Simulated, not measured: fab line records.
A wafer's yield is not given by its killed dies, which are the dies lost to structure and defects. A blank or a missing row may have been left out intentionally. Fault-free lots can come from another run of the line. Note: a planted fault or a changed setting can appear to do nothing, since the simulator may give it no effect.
Problem report, 8D (eight disciplines) form, completed by code :: flow sky130 :: the parts of the form that need people (team, actions taken, sign-off) are left out

== 1. WHAT WENT WRONG ==
Wafers free of any fault read 493.3 (standard deviation 2.9) for NWELL_2_TW at SKY_NWELL_TW_MEAS_26, against a mean of 580.7 on 9 wafers of 3 lots. That is +30 standard deviations from the usual mean.
Earliest sighting: wafer L332.1 on film-metro-01 at day 8 15:44. The record has a number at this step for 36 wafers belonging to 12 lots. Rule for "out", or "out of limits": more than 4 standard deviations from the usual mean. Any other wafer with a number is counted as sound.

== 2. WHAT THIS IS AND IS NOT ==
question: which readings at this step
is: NWELL_2_TW
is not: -

question: which lots
is: L332, L333, L334
is not: L321, L322, L323, L325, L326, L327, L329, L341, L342

question: which wafers of those lots
is: all that have a number
is not: -

question: read on which gauges
is: film-metro-01, film-metro-03
is not: film-metro-02

question: when
is: from day 8 15:44
is not: up to then (21 sound wafers); but 6 sound wafers of L341, L342 came after

== 3. WHAT RULES OUT EACH SUSPECT ==
Counting: a tool stays on the suspect list if, at a process step up to the reading, it processed all lots that are out and no sound lot following the first of them.
- the gauge at SKY_NWELL_TW_MEAS_26 is ruled out. 2 gauges (film-metro-01, film-metro-03) read the wafers that are out.
- plasma-asher-04 at SKY_DNWELL_STRIP_08 (strips in O2/N2): ruled out as a lasting fault. Sound lots L341 ran on it after its first lot that is out, L332 (day 6 04:35).
- implanter-04 at SKY_NWELL_IMPLANT_24: kept. It ran every lot that is out, first L332 (day 8 15:29), and no sound lot after that; its last sound lot up to then is L329 (day 8 02:38). Its own readings are out on those wafers: dose-ions-cm2, faraday-current-uA.
Left after counting: implanter-04 at SKY_NWELL_IMPLANT_24.

== 4. THE CAUSE (what the simulator had put in) ==
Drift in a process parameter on implanter-04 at SKY_NWELL_IMPLANT_24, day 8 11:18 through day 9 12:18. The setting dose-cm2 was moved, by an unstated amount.
After counting, this tool was the only one left.

== 5. THE CHAIN OF EFFECTS, in route order ==
One row per reading whose mean, taken over the struck wafers that have a number, lies over 3 standard deviations from the usual. Only readings for which the record gives a usual standard deviation are gone through. hours: the time from each lot's start at the first step in this table that gives one to its start at this step, as a median over the lots. sigmas: the change in usual standard deviations.
hours: 0
step: SKY_NWELL_IMPLANT_24
reading: dose-ions-cm2
usual: 9.201e+12
on struck wafers: 1.576e+13
change: +6.556e+12
sigmas: +99 or more

hours: 0
step: SKY_NWELL_IMPLANT_24
reading: faraday-current-uA
usual: 51.9
on struck wafers: 88.8
change: +36.9
sigmas: +34

hours: 0
step: SKY_NWELL_TW_MEAS_26
reading: NWELL_2_TW
usual: 493.3
on struck wafers: 580.7
change: +87.4
sigmas: +30
Its process steps:
- SKY_NWELL_IMPLANT_24
Later steps that measure or inspect, where all struck wafers having a row at the step show a number for every such reading and not one has moved that far: SKY_VT_ADJUST_NCORE_TW_MEAS_11, SKY_SONOS_TUNNEL_TW_MEAS_12.

== 6. WHAT WOULD HAVE CAUGHT IT SOONER ==
Counted from the fault's start at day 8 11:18, it took 4 hours until the first out-of-limits reading at a measuring or inspecting step in this record, taken at day 8 15:44.
Tool's own readings at SKY_NWELL_IMPLANT_24, dose-ions-cm2, faraday-current-uA: out on all struck wafers the step has rows for; an alarm limit on them would have tripped on the first.
Of the lots that are out (3), L333, L334 began SKY_NWELL_IMPLANT_24 on implanter-04 after day 8 15:44. A hold on the tool at that time would have spared those 2.
